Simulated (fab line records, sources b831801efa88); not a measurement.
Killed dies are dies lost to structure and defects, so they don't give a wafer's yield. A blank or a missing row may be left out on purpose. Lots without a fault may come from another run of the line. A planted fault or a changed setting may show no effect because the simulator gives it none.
Chamber matching | flow gf180mcu | GF_STI_ETCH_14 on rie_si-02: 3 sister chambers
The step etches Si in HBr/Cl2/O2, target depth 360 nm, time 102.9 s. 3 wafers are shown with their chamber, then 6 later ones without.

WAFERS WITH THEIR CHAMBER
wafer  | chamber | drypump_motor_current_A (A)
L524.5 | 3       | 6.0
L524.6 | 0       | 5.9
L525.1 | 2       | 5.0

WAFERS WITHOUT THEIR CHAMBER
wafer  | drypump_motor_current_A (A)
L525.3 | 5.8
L525.6 | 5.9
L529.4 | 6.1
L529.5 | 5.9
L530.2 | 5.9
L530.5 | 5.9

WHICH CHAMBER EACH WENT THROUGH
wafer  | from the rows above     | in truth
L525.3 | can't be placed: 0 or 3 | 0
L525.6 | can't be placed: 0 or 3 | 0
L529.4 | can't be placed: 3 or 0 | 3
L529.5 | can't be placed: 0 or 3 | 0
L530.2 | can't be placed: 0 or 3 | 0
L530.5 | can't be placed: 0 or 3 | 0
Placed correctly: 0 of 6. Can't be placed from these rows: 6 (the true chamber is among the candidates in 6). Placed wrongly: 0.
How it was worked out, from the rows above alone: a wafer's distance from a chamber is the root of the sum, over the readings, of the square of ((its reading less the chamber's mean) divided by the reading's scatter). The wafer belongs to the nearest chamber; if the next one is less than 2 further off, it can't be placed. A chamber's mean is the mean of its shown wafers. The scatter: with one shown wafer a chamber, the root of the mean of the squares of how far each hidden wafer lies from its nearest shown one.
